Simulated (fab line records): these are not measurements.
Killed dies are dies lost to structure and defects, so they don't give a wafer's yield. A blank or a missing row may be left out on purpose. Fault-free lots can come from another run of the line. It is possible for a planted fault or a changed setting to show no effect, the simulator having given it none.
Matching of chambers | flow gf180mcu | 4 sister chambers for GF_STI_CMP_25 on cmp-02
The step polishes, stops on Si3N4, t overpolish 33 s, target thk 524.6 nm. 8 wafers are shown with their chamber, then 7 later ones without.

== WAFERS PAIRED WITH THEIR CHAMBERS ==
wafer  | chamber | motor_current_A (A) | time_to_endpoint_s (s)
L147.2 | 3       | 10.6                | 125
L150.3 | 0       | 11.3                | 128
L150.6 | 2       | 12.2                | 120
L159.1 | 0       | 11.0                | 133
L159.2 | 2       | 11.5                | 125
L159.3 | 1       | 11.7                | 126
L165.2 | 3       | 11.6                | 123
L165.4 | 1       | 11.6                | 122

== WAFERS WHOSE CHAMBER IS MISSING ==
wafer  | motor_current_A (A) | time_to_endpoint_s (s)
L165.5 | 11.8                | 119
L166.2 | 12.0                | 119
L166.4 | 11.4                | 122
L166.5 | 11.6                | 129
L168.1 | 11.6                | 121
L168.3 | 11.1                | 121
L168.4 | 12.4                | 117

== CHAMBER TAKEN BY EACH ==
wafer  | from the rows above               | in truth
L165.5 | can't be placed: 2 or 1 or 3      | 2
L166.2 | can't be placed: 2 or 1 or 3      | 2
L166.4 | can't be placed: 1 or 3 or 2      | 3
L166.5 | can't be placed: 0 or 1 or 3 or 2 | 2
L168.1 | can't be placed: 2 or 1 or 3      | 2
L168.3 | can't be placed: 3 or 1 or 2      | 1
L168.4 | can't be placed: 2 or 1 or 3      | 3
0 of 7 placed correctly. Cannot be placed on the basis of these rows: 7; the candidates contain the true chamber in 7. Placed wrongly: 0.
How it was worked out, from the rows above alone: a wafer's distance from a chamber is the root of the sum, over the readings, of the square of ((its reading less the chamber's mean) divided by the reading's scatter). The wafer belongs to the nearest chamber; if the next one is less than 2 further off, it can't be placed. The mean given for a chamber averages the wafers shown for that chamber. The scatter is the square root of a quotient: the sum, over the shown wafers, of each reading's squared deviation from its chamber's mean, divided by wafers minus chambers.
